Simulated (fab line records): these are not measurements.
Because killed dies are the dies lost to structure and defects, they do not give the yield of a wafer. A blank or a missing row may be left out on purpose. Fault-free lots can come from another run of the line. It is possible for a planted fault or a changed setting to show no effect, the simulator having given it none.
A struck lot beside a sound one	flow sky130	35 out of 708 route steps
Sound: wafers L334.3, L334.4, L334.6. Struck: wafers L332.4, L332.5, L332.6. Last of all comes the cause.
Order at every step that has rows: each side's tool, ch and its chambers, its first start. Under that, the readings that differ: sound wafers	struck wafers	difference of the means	sigmas: that difference in standard deviations of wafers without a fault.
alike: words and numbers the same on both sides, and readings whose means are apart by under 2 such deviations; not compared: readings that were withheld, readings missing a value for some wafer, numbers with overlapping values and no deviation given by the record, and bounds like >300 which may hide the same value.
Wherever a step has rows on one side only, a row that says differs or no value, or a row with sigmas, the two part there. When numbers do not overlap yet have no deviation, they are printed without sigmas and do not part them. A reading that every wafer of one side lacks parts them only if that side has two wafers or more.

first, 10 steps without rows for these wafers: SKY_METAL3_DEHYDRATE_05 (time 60 s); SKY_METAL3_HMDS_06 (prime time 60 s); SKY_METAL3_COAT_07 (resist thk 60 nm); SKY_METAL3_COAT_08 (resist thk 1154 nm); SKY_METAL3_SOFTBAKE_09 (time 90 s); SKY_METAL3_EXPOSE_10 (exposes mask MM3, target cd 300 nm); SKY_METAL3_PEB_11; SKY_METAL3_DEVELOP_12 (develop time 60 s); SKY_METAL3_DESCUM_15 (chemistry O2, time 8 s); SKY_METAL3_ETCH_16 (etches BARC in N2/H2, stops on SiO2, time 88.2 s, target depth 60 nm).
SKY_METAL3_ETCH_17: etches SiO2 in C4F8/O2/Ar, stops on TiN, time 3.9 s, target depth 15 nm.
  sound on rie diel-03 ch 1,2,3, day 43 18:39; struck on rie diel-01 ch 0,1,2, day 42 11:04
  alike: oes product au
  not compared: rf hours counter h
then, 23 steps without rows for these wafers: SKY_METAL3_METAL_ETCH_18 (etches the open film in Cl2/BCl3, stops on SiO2, target depth 845 nm, time 183.1 s); SKY_METAL3_STRIP_19 (strips in O2/N2); SKY_METAL3_STRIP_20 (strips in post etch residue remover, time 1200 s); SKY_METAL3_CLEAN_21 (cleans in IPA, time 180 s); SKY_METAL3_CLEAN_22 (cleans in O3/DIW); SKY_VIA3_HDPCVD_00 (deposits SiO2, target thk 1635 nm, time 272.5 s); SKY_VIA3_CMP_02 (polishes SiO2); SKY_VIA3_DEHYDRATE_04 (time 60 s); SKY_VIA3_HMDS_05 (prime time 60 s); SKY_VIA3_COAT_06 (resist thk 60 nm); SKY_VIA3_COAT_07 (resist thk 450 nm); SKY_VIA3_SOFTBAKE_08 (time 90 s); SKY_VIA3_EXPOSE_09 (exposes mask VIM3, target cd 200 nm); SKY_VIA3_PEB_10; SKY_VIA3_DEVELOP_11 (develop time 60 s); SKY_VIA3_ETCH_14 (etches BARC in N2/H2, stops on SiO2, time 45.9 s, target depth 60 nm); SKY_VIA3_ETCH_15 (etches SiO2 in C4F8/O2/Ar, stops on TiN, target depth 507 nm, time 78 s); SKY_VIA3_STRIP_16 (strips in O2/N2); SKY_VIA3_STRIP_17 (strips in post etch residue remover, time 1200 s); SKY_VIA3_CLEAN_18 (cleans in IPA, time 180 s); SKY_VIA3_CLEAN_19 (cleans in O3/DIW); SKY_VIA3_SPUTTER_20 (material TiN, target thk 20 nm, time 80 s); SKY_VIA3_CVD_21 (deposits W, target thk 390 nm, time 117.31 s).
-- the record jumps here: 6 days lie between the struck wafers' starts before and after (it left off in module VIA3 and takes up again in module PAD_OPEN, whose first step shown is number 708 of the route) --
SKY_PAD_OPEN_PROBE_99:
  rows exist in the record for the struck wafers here (prober-01, day 48 19:20), but not for the sound ones

WHERE THEY PART
SKY_PAD_OPEN_PROBE_99 only, going by this record.

WHY: the cause the simulator had injected
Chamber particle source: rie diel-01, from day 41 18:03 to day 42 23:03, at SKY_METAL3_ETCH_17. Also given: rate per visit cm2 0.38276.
